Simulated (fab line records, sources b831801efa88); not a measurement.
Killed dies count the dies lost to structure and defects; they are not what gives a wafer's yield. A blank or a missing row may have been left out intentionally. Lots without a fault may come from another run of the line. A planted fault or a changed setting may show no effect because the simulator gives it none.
Commonality check across tools | flow sky130 | Lots sampled 13, wafers sampled 39

## REASON FOR OPENING
SKY_VT_ADJUST_LVTN_TW_MEAS_10, reading VT_ADJUST_LVTN_TW: flagged on 1 of 13 lots. Wafers without a fault read 239.4, standard deviation 2.1.
Rule: a lot gets a flag if all its wafers with a number sit over 4 standard deviations from that mean, or if no wafer of it has a number. All remaining lots are regarded as sound.

lot  | measured     | on           | VT_ADJUST_LVTN_TW, wafer by wafer | flag
L481 | day 6 18:32  | filmMetro-04 | 237.1 237.5 237.7                 | 
L483 | day 7 11:37  | filmMetro-04 | 237.7 236.6 237.8                 | 
L484 | day 7 17:46  | filmMetro-01 | 241.5 240.6 241.6                 | 
L485 | day 7 22:08  | filmMetro-04 | 237.2 237.3 237.7                 | 
L486 | day 8 09:04  | filmMetro-04 | 238.4 239.9 239.0                 | 
L489 | day 9 05:25  | filmMetro-03 | 30.0 29.9 30.0                    | FLAGGED
L496 | day 10 22:34 | filmMetro-03 | 240.6 242.6 241.1                 | 
L498 | day 11 18:25 | filmMetro-04 | 238.2 237.7 237.5                 | 
L499 | day 11 19:56 | filmMetro-04 | 236.7 236.7 238.0                 | 
L500 | day 12 05:02 | filmMetro-01 | 241.9 242.6 242.9                 | 
L502 | day 12 19:50 | filmMetro-01 | 243.1 243.4 243.7                 | 
L503 | day 12 23:02 | filmMetro-04 | 235.9 236.2 237.2                 | 
L504 | day 13 07:20 | filmMetro-03 | 241.8 242.3 243.1                 | 
On average the flagged lots read 30.0, which is -209.4 against the usual, or -99 or more standard deviations.

## LOT BY LOT: THE TOOL USED
The record holds 2 process steps before the reading, out of a route of 708 steps. Cell contents, in order: the tool; ch with the chambers the sampled wafers went through; the start.
lot  | flag    | SKY_VT_ADJUST_HVTP_STRIP_10         | SKY_VT_ADJUST_LVTN_STRIP_09
L481 |         | plasmaAsher-04 ch 0,1, day 5 23:38  | plasmaAsher-03 ch 0,1, day 6 18:26
L483 |         | plasmaAsher-02 ch 0,1, day 6 15:42  | plasmaAsher-03 ch 1, day 7 11:31
L484 |         | plasmaAsher-03 ch 1, day 6 21:57    | plasmaAsher-01 ch 0,1, day 7 17:40
L485 |         | plasmaAsher-03 ch 0,1, day 7 01:49  | plasmaAsher-03 ch 0,1, day 7 22:02
L486 |         | plasmaAsher-04 ch 0,1, day 7 11:36  | plasmaAsher-01 ch 0,1, day 8 08:58
L489 | FLAGGED | plasmaAsher-03 ch 0, day 8 07:48    | plasmaAsher-02 ch 0,1, day 9 05:19
L496 |         | plasmaAsher-04 ch 0,1, day 9 23:11  | plasmaAsher-03 ch 0,1, day 10 22:28
L498 |         | plasmaAsher-03 ch 0,1, day 10 19:08 | plasmaAsher-01 ch 0,1, day 11 18:19
L499 |         | plasmaAsher-02 ch 0,1, day 10 20:24 | plasmaAsher-01 ch 0,1, day 11 19:50
L500 |         | plasmaAsher-02 ch 0, day 11 04:44   | plasmaAsher-02 ch 0,1, day 12 04:56
L502 |         | plasmaAsher-04 ch 0,1, day 11 18:23 | plasmaAsher-03 ch 0,1, day 12 19:44
L503 |         | plasmaAsher-04 ch 0,1, day 11 21:23 | plasmaAsher-03 ch 0,1, day 12 22:57
L504 |         | plasmaAsher-02 ch 0,1, day 12 05:56 | plasmaAsher-03 ch 0,1, day 13 07:14
What the steps here do:
- SKY_VT_ADJUST_HVTP_STRIP_10: strips in O2/N2.
- SKY_VT_ADJUST_LVTN_STRIP_09: strips in O2/N2.
- SKY_VT_ADJUST_LVTN_TW_MEAS_10

## FLAGGED OVER TOTAL, TOOL BY TOOL (the gauges that took the reading come last)
step                          | tool           | lots run | flagged | share of the flagged lots | sound lots run after its first flagged lot
SKY_VT_ADJUST_HVTP_STRIP_10   | plasmaAsher-02 | 4        | 0       | none                      | -
SKY_VT_ADJUST_HVTP_STRIP_10   | plasmaAsher-03 | 4        | 1       | all                       | 1 (L498)
SKY_VT_ADJUST_HVTP_STRIP_10   | plasmaAsher-04 | 5        | 0       | none                      | -
SKY_VT_ADJUST_LVTN_STRIP_09   | plasmaAsher-01 | 4        | 0       | none                      | -
SKY_VT_ADJUST_LVTN_STRIP_09   | plasmaAsher-02 | 2        | 1       | all                       | 1 (L500)
SKY_VT_ADJUST_LVTN_STRIP_09   | plasmaAsher-03 | 7        | 0       | none                      | -
SKY_VT_ADJUST_LVTN_TW_MEAS_10 | filmMetro-01   | 3        | 0       | none                      | -
SKY_VT_ADJUST_LVTN_TW_MEAS_10 | filmMetro-03   | 3        | 1       | all                       | 2 (L496,L504)
SKY_VT_ADJUST_LVTN_TW_MEAS_10 | filmMetro-04   | 7        | 0       | none                      | -

## WHAT IS ALLOWED BY THE TABLE
All flagged lots were run by 3 table rows, namely plasmaAsher-03 at SKY_VT_ADJUST_HVTP_STRIP_10, plasmaAsher-02 at SKY_VT_ADJUST_LVTN_STRIP_09, filmMetro-03 at SKY_VT_ADJUST_LVTN_TW_MEAS_10.
- plasmaAsher-03 at SKY_VT_ADJUST_HVTP_STRIP_10 ran 4 lots, 1 of them flagged. Sound lots ran on it after the first flagged one (L498), which a lasting fault on the whole tool wouldn't allow. Its own readings lie more than 4 standard deviations out on every wafer of the flagged lots: oesProductAu.
- plasmaAsher-02 at SKY_VT_ADJUST_LVTN_STRIP_09 ran 2 lots, 1 of them flagged. Sound lots ran on it after the first flagged one (L500), which a lasting fault on the whole tool wouldn't allow. Its own readings lie more than 4 standard deviations out on every wafer of the flagged lots: stripTimeToEndpointS.
- filmMetro-03 at SKY_VT_ADJUST_LVTN_TW_MEAS_10 ran 3 lots, 1 of them flagged. Sound lots ran on it after the first flagged one (L496, L504), which a lasting fault on the whole tool wouldn't allow.
There is no row in the table that ran each flagged lot and no sound lot after the first.

## WHAT THE SIMULATOR HAD PUT IN
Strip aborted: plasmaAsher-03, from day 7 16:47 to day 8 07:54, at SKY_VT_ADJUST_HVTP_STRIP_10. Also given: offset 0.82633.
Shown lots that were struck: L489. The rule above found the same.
